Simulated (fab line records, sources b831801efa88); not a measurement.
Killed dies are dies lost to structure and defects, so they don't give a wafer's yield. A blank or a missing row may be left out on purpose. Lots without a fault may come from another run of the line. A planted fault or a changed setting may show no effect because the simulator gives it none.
A struck lot beside a sound one | flow sfq_line | 37 steps out of a route of 325
Sound: wafers L606.1, L606.4, L606.6. Struck: wafers L600.1, L600.2, L600.4. The cause comes at the end.
At each step with rows: each side's tool, then ch and its chambers, then its first start. Under that, the readings that differ: sound wafers | struck wafers | difference of the means | sigmas: that difference in standard deviations of wafers without a fault.
alike: readings whose means differ by less than 2 such deviations, and words and numbers that are the same on both sides. not compared: withheld readings, readings that some wafer has no value for, bounds like >300 that may hide the same value, and numbers for which the record gives no deviation and whose values overlap.
The two part at a step that has a row with sigmas, a row that says differs or no value, or rows on one side only. Numbers that don't overlap but have no deviation are shown without sigmas and don't part them. A reading that every wafer of one side lacks parts them only if that side has two wafers or more.

SFQ_R5_THK_MEAS_934: measures by xrf.
  sound on film_metro-01, day 75 19:47; struck on film_metro-01, day 71 03:22
  alike: R5_MONX_THK
then, 6 steps without rows for these wafers: SFQ_TRILAYER_R5_LITHO_COAT_141 (resist thk 62 nm); SFQ_TRILAYER_R5_LITHO_COAT_136 (resist thk 600 nm); SFQ_TRILAYER_R5_LITHO_SOFTBAKE_140; SFQ_TRILAYER_R5_LITHO_EXPOSE_137 (exposes mask R5, target cd 500 nm); SFQ_TRILAYER_R5_LITHO_PEB_139 (peb time 60 s); SFQ_TRILAYER_R5_LITHO_DEVELOP_138 (time 60 s).
-- the record jumps here: 4 days lie between the struck wafers' starts before and after --
SFQ_R5_OVL_MEAS_935:
  sound on overlay-01, day 79 20:14; struck on overlay-01, day 75 07:21
  alike: R5_OVL
SFQ_TRILAYER_R5_BARC_OPEN_METAL_ETCH_177: etches BARC in O2, target depth 125 nm, time 41.7 s.
  sound on rie_metal-01 ch 0,1, day 79 20:16; struck on rie_metal-03 ch 0,1, day 75 07:23
  alike: drypump_motor_current_A, oes_product_au
  not compared: rf_hours_counter_h
SFQ_TRILAYER_R5_ETCH_METAL_ETCH_139: etches the open film in Cl2, stops on SiO2, target depth 60 nm, time 40 s.
  sound on rie_metal-01 ch 0,1, day 79 20:20; struck on rie_metal-03 ch 0,1, day 75 07:26
  alike: drypump_motor_current_A, oes_product_au
  not compared: rf_hours_counter_h
then, 2 steps without rows for these wafers: SFQ_TRILAYER_R5_STRIP_STRIP_140 (strips in O2); SFQ_TRILAYER_R5_STRIP_SOLV_CLEAN_141 (cleans in NMP, time 600 s).
SFQ_TRILAYER_A5C_DEP_PECVD_142: deposits SiO2 from SiH4/N2O, time 15.556 s, target thk 70 nm.
  sound on pecvd-04 ch 0,1,2, day 79 21:10; struck on pecvd-02 ch 0,1, day 75 08:28
  alike: heater_power_w, throttle_valve_pct
  not compared: since_wet_clean_h
then, 6 steps without rows for these wafers: SFQ_TRILAYER_I5_LITHO_COAT_149 (resist thk 62 nm); SFQ_TRILAYER_I5_LITHO_COAT_144 (resist thk 650 nm); SFQ_TRILAYER_I5_LITHO_SOFTBAKE_148; SFQ_TRILAYER_I5_LITHO_EXPOSE_145 (exposes mask I5, target cd 700 nm); SFQ_TRILAYER_I5_LITHO_PEB_147 (peb time 60 s); SFQ_TRILAYER_I5_LITHO_DEVELOP_146 (time 60 s).
SFQ_I5_OVL_MEAS_936:
  sound on overlay-02, day 83 19:10; struck on overlay-02, day 75 14:19
  alike: I5_OVL
SFQ_TRILAYER_I5_BARC_OPEN_VIA_ETCH_200: etches BARC in O2, target depth 125 nm, time 41.7 s.
  sound on rie_diel-02 ch 0,1,3, day 83 19:12; struck on rie_diel-03 ch 1,2,3, day 75 14:22
  alike: drypump_motor_current_A, oes_product_au
  not compared: rf_hours_counter_h
then, 1 step without rows for these wafers: SFQ_TRILAYER_I5_ETCH_VIA_ETCH_147 (etches the open film in CHF3, stops on Nb, target depth 360 nm).
SFQ_TRILAYER_I5_STRIP_STRIP_148: strips in O2.
  sound on rie_metal-04 ch 0, day 83 19:23; struck on rie_metal-03 ch 0,1, day 75 14:33
  alike: drypump_motor_current_A, oes_product_au
  not compared: rf_hours_counter_h
then, 7 steps without rows for these wafers: SFQ_TRILAYER_I5_STRIP_SOLV_CLEAN_149 (cleans in NMP, time 600 s); SFQ_TRILAYER_C5_LITHO_COAT_156 (resist thk 62 nm); SFQ_TRILAYER_C5_LITHO_COAT_151 (resist thk 650 nm); SFQ_TRILAYER_C5_LITHO_SOFTBAKE_155; SFQ_TRILAYER_C5_LITHO_EXPOSE_152 (exposes mask C5, target cd 500 nm); SFQ_TRILAYER_C5_LITHO_PEB_154 (peb time 60 s); SFQ_TRILAYER_C5_LITHO_DEVELOP_153 (time 60 s).
SFQ_C5_OVL_MEAS_937:
  sound on overlay-01, day 84 05:16; struck on overlay-02, day 75 20:19
  alike: C5_OVL
then, 1 step without rows for these wafers: SFQ_TRILAYER_C5_BARC_OPEN_VIA_ETCH_210 (etches BARC in O2, target depth 125 nm, time 41.7 s).
SFQ_TRILAYER_C5_ETCH_VIA_ETCH_154: etches SiO2 in CHF3, stops on Nb, target depth 84 nm.
  sound on rie_diel-02 ch 1,2,3, day 84 05:21; struck on rie_diel-02 ch 0,1,3, day 75 20:24
  reading                        | sound             | struck            | difference | sigmas
  oes_product_au (a.u.)          | 0.894 0.899 0.903 | 1.007 1.007 1.007 | +0.108     | +13
  model.etch.depth_nm (nm)       | 69.66 70.06 70.92 | 85.89 85.4 84.6   | +15.08     |
  model.C5.feature_depth_nm (nm) | 69.66 70.06 70.92 | 85.89 85.4 84.6   | +15.08     |
  alike: drypump_motor_current_A
SFQ_TRILAYER_C5_STRIP_STRIP_155: strips in O2.
  sound on rie_metal-01 ch 0,1, day 84 05:24; struck on rie_metal-04 ch 0,1, day 75 20:26
  reading               | sound             | struck            | difference | sigmas
  oes_product_au (a.u.) | 1.019 1.012 1.007 | 0.994 0.997 0.998 | -0.016     | -2
  alike: drypump_motor_current_A
  not compared: rf_hours_counter_h
then, 1 step without rows for these wafers: SFQ_TRILAYER_C5_STRIP_SOLV_CLEAN_156 (cleans in NMP, time 600 s).
SFQ_TRILAYER_M6_DEP_PRE_CLEAN_158: time 22.5 s.
  sound on pvd_sputter-04, day 84 06:10; struck on pvd_sputter-04, day 75 21:14
  reading                                              | sound             | struck            | difference | sigmas
  model.SiO2_of_TRILAYER_A5C_DEP_PECVD_142.thk_nm (nm) | 62.16 62.56 63.42 | 133.5 132.9 133.9 | +70.7      |
then, 1 step without rows for these wafers: SFQ_TRILAYER_M6_DEP_SPUTTER_157 (material Nb, target thk 200 nm, time 133.3 s).

WHERE THEY PART
First at SFQ_TRILAYER_C5_ETCH_VIA_ETCH_154; last, within this record, at SFQ_TRILAYER_C5_STRIP_STRIP_155.

WHY: what the simulator had put in
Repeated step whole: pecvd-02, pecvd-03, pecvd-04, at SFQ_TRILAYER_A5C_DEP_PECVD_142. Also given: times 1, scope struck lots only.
